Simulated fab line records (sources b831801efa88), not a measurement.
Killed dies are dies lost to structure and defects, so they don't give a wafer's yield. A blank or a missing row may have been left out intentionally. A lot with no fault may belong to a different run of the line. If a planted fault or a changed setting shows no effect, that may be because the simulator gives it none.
What tool caused it? + flow sky130 + 13 lots with 39 wafers sampled at 6 steps, on a route of 708 steps

## WHAT THE GAUGES SHOWED, per wafer
SKY_PWDE_TW_MEAS_10.
| lot  | measured    | on           | PWDE_TW     |
|------|-------------|--------------|-------------|
| L263 | day 3 23:26 | filmMetro-02 | 376 376 377 |
| L264 | day 4 00:50 | filmMetro-01 | 378 378 377 |
| L266 | day 4 15:38 | filmMetro-02 | 374 377 376 |
| L267 | day 4 22:04 | filmMetro-03 | 368 367 370 |
| L273 | day 6 10:34 | filmMetro-03 | 371 370 369 |
| L275 | day 6 15:43 | filmMetro-01 | 377 377 378 |
| L278 | day 7 08:08 | filmMetro-03 | 370 368 368 |
| L280 | day 7 23:33 | filmMetro-02 | 378 376 376 |
| L281 | day 8 05:38 | filmMetro-03 | 370 370 367 |
| L283 | day 8 12:21 | filmMetro-03 | 370 371 369 |
| L284 | day 8 18:12 | filmMetro-03 | 368 369 368 |
| L285 | day 9 04:21 | filmMetro-02 | 374 374 373 |
| L286 | day 9 09:16 | filmMetro-02 | 377 374 372 |

SKY_VT_ADJUST_LVTN_TW_MEAS_10.
| lot  | measured     | on           | VT_ADJUST_LVTN_TW |
|------|--------------|--------------|-------------------|
| L263 | day 6 23:17  | filmMetro-03 | 238.7 238.7 237.4 |
| L264 | day 7 05:08  | filmMetro-03 | 238.6 238.9 238.0 |
| L266 | day 7 20:35  | filmMetro-03 | 237.5 238.8 238.5 |
| L267 | day 8 05:07  | filmMetro-04 | 239.5 239.8 241.1 |
| L273 | day 9 22:08  | filmMetro-01 | 243.6 245.2 243.2 |
| L275 | day 10 05:10 | filmMetro-04 | 239.8 240.6 241.3 |
| L278 | day 10 23:05 | filmMetro-03 | 237.3 238.2 238.2 |
| L280 | day 11 15:00 | filmMetro-04 | 239.5 239.6 238.5 |
| L281 | day 11 23:29 | filmMetro-04 | 240.2 240.5 239.4 |
| L283 | day 12 05:33 | filmMetro-03 | 239.7 240.8 239.4 |
| L284 | day 12 13:13 | filmMetro-04 | 241.9 241.0 241.0 |
| L285 | day 13 02:22 | filmMetro-01 | 242.8 242.8 243.3 |
| L286 | day 13 06:52 | filmMetro-03 | 239.3 239.5 240.6 |

SKY_VT_ADJUST_NCORE_CD_MEAS_07 targets a cd of 380 nm.
| lot  | measured     | on       | cdNm (nm)         |
|------|--------------|----------|-------------------|
| L263 | day 8 16:38  | cdSem-02 | 380.9 380.6 380.9 |
| L264 | day 8 22:03  | cdSem-02 | 382.6 382.7 383.2 |
| L266 | day 9 14:58  | cdSem-02 | 378.4 381.6 380.2 |
| L267 | day 9 23:02  | cdSem-01 | - - -             |
| L273 | day 11 19:07 | cdSem-01 | 382.1 380.0 381.5 |
| L275 | day 12 02:41 | cdSem-02 | 377.9 376.7 378.5 |
| L278 | day 12 22:35 | cdSem-02 | 377.5 379.0 379.2 |
| L280 | day 13 14:48 | cdSem-02 | 378.7 381.4 378.7 |
| L281 | day 13 22:41 | cdSem-01 | 379.6 379.6 379.5 |
| L283 | day 14 07:54 | cdSem-02 | 379.6 376.6 378.8 |
| L284 | day 14 15:11 | cdSem-01 | 380.1 383.5 380.8 |
| L285 | day 15 05:31 | cdSem-02 | 382.2 380.7 379.9 |
| L286 | day 15 10:54 | cdSem-01 | 376.6 380.6 378.6 |

SKY_VT_ADJUST_NCORE_TW_MEAS_11.
| lot  | measured     | on           | VT_ADJUST_NCORE_TW |
|------|--------------|--------------|--------------------|
| L263 | day 8 17:02  | filmMetro-02 | 220.4 220.3 221.6  |
| L264 | day 8 22:28  | filmMetro-04 | 216.6 217.6 217.5  |
| L266 | day 9 15:22  | filmMetro-01 | 220.0 221.6 222.1  |
| L267 | day 9 23:26  | filmMetro-04 | 29.9 29.7 29.8     |
| L273 | day 11 19:29 | filmMetro-02 | 219.9 220.7 220.7  |
| L275 | day 12 03:46 | filmMetro-01 | 221.9 219.1 220.5  |
| L278 | day 12 23:04 | filmMetro-04 | 220.4 219.2 219.1  |
| L280 | day 13 15:11 | filmMetro-02 | 220.2 221.8 220.6  |
| L281 | day 13 23:05 | filmMetro-04 | 220.6 219.9 221.4  |
| L283 | day 14 08:19 | filmMetro-01 | 222.1 222.2 221.5  |
| L284 | day 14 15:34 | filmMetro-01 | 223.0 222.1 222.8  |
| L285 | day 15 05:55 | filmMetro-04 | 221.1 220.2 220.5  |
| L286 | day 15 11:18 | filmMetro-04 | 220.7 220.5 220.7  |

## WHAT TOOL EACH LOT RAN ON (gives the tool, then ch and the chambers of the sampled wafers, and finally the start)
| lot  | SKY_PWDE_STRIP_09                  | SKY_VT_ADJUST_NCORE_EXPOSE_04      |
|------|------------------------------------|------------------------------------|
| L263 | plasmaAsher-03 ch 0,1, day 3 23:20 | ilineStepper-02 ch 0, day 8 06:16  |
| L264 | plasmaAsher-04 ch 0,1, day 4 00:44 | ilineStepper-02 ch 0, day 8 11:37  |
| L266 | plasmaAsher-04 ch 0,1, day 4 15:32 | ilineStepper-02 ch 0, day 9 04:40  |
| L267 | plasmaAsher-03 ch 0,1, day 4 21:59 | ilineStepper-02 ch 0, day 9 13:02  |
| L273 | plasmaAsher-03 ch 0,1, day 6 10:28 | ilineStepper-01 ch 0, day 11 08:14 |
| L275 | plasmaAsher-04 ch 0,1, day 6 15:38 | ilineStepper-02 ch 0, day 11 15:00 |
| L278 | plasmaAsher-02 ch 0,1, day 7 08:02 | ilineStepper-02 ch 0, day 12 10:19 |
| L280 | plasmaAsher-04 ch 0,1, day 7 23:28 | ilineStepper-02 ch 0, day 13 03:14 |
| L281 | plasmaAsher-03 ch 0,1, day 8 05:32 | ilineStepper-02 ch 0, day 13 10:46 |
| L283 | plasmaAsher-04 ch 0,1, day 8 12:15 | ilineStepper-02 ch 0, day 13 19:11 |
| L284 | plasmaAsher-04 ch 0,1, day 8 18:07 | ilineStepper-02 ch 0, day 14 02:44 |
| L285 | plasmaAsher-04 ch 0,1, day 9 04:14 | ilineStepper-02 ch 0, day 14 16:23 |
| L286 | plasmaAsher-04 ch 0,1, day 9 09:11 | ilineStepper-02 ch 0, day 14 21:29 |
- SKY_PWDE_STRIP_09: strips in O2/N2.
- SKY_VT_ADJUST_NCORE_EXPOSE_04: exposes mask LVTN COMPLEMENT THIN, target cd 380 nm.

## AS READ BY THE TOOLS THEMSELVES (means over the sampled wafers that have a number; for cases with no such wafer, the mark the record gives instead)
SKY_PWDE_STRIP_09.
| lot  | tool           | drypumpMotorCurrentA (A) | oesProductAu (a.u.) | stripTimeToEndpointS (s) |
|------|----------------|--------------------------|---------------------|--------------------------|
| L263 | plasmaAsher-03 | 6.4                      | 0.722               | 36.86                    |
| L264 | plasmaAsher-04 | 5.6                      | 0.726               | 37.01                    |
| L266 | plasmaAsher-04 | 5.5                      | 0.725               | 36.98                    |
| L267 | plasmaAsher-03 | 6.2                      | 0.724               | 36.94                    |
| L273 | plasmaAsher-03 | 6.2                      | 0.724               | 36.95                    |
| L275 | plasmaAsher-04 | 6.0                      | 0.723               | 36.90                    |
| L278 | plasmaAsher-02 | 5.9                      | 0.723               | 36.84                    |
| L280 | plasmaAsher-04 | 6.0                      | 0.725               | 36.72                    |
| L281 | plasmaAsher-03 | 6.2                      | 0.722               | 36.88                    |
| L283 | plasmaAsher-04 | 5.6                      | 0.725               | 36.86                    |
| L284 | plasmaAsher-04 | 5.6                      | 0.725               | 36.83                    |
| L285 | plasmaAsher-04 | 6.0                      | 0.719               | 36.83                    |
| L286 | plasmaAsher-04 | 5.6                      | 0.721               | 36.92                    |

## THE ANSWER, worked out from the rows above alone
Rule: usual is defined by the lots themselves. Put in order of their means at a reading, lots are off if they are a third of the lots or fewer, leave a main group of 4 or more, and stand apart from it by a gap of 3 or more times the standard deviation of the main group's means; of several such gaps the widest counts. The tables above print the reading to a certain number of digits; a main group whose means all agree to those digits is not used. A lot without any number at a reading at which 4 lots or more have one is off too. Where the step has rows for the other lots, those lots are counted as sound. Order of review: gauges by route order, followed by the tools' own readings, for which a lot's mean as printed above is used. The first step at which some lot is off is used, and at that step the reading that is off furthest; a lot without a number counts as furthest.
Off: L267, at SKY_VT_ADJUST_NCORE_CD_MEAS_07 (cdNm). Without a number there: L267. Main group: mean 380.0 nm, sd 1.5.
A tool fits if, at a process step before that reading, it ran every lot that is off, and no sound lot after the first of them. Not tried: the gauges at SKY_VT_ADJUST_NCORE_CD_MEAS_07; whatever is off there is also off at SKY_VT_ADJUST_NCORE_TW_MEAS_11, on other tools, and gauge error can't account for it. Of those tried, none fits.

## WHAT THE SIMULATOR PUT IN
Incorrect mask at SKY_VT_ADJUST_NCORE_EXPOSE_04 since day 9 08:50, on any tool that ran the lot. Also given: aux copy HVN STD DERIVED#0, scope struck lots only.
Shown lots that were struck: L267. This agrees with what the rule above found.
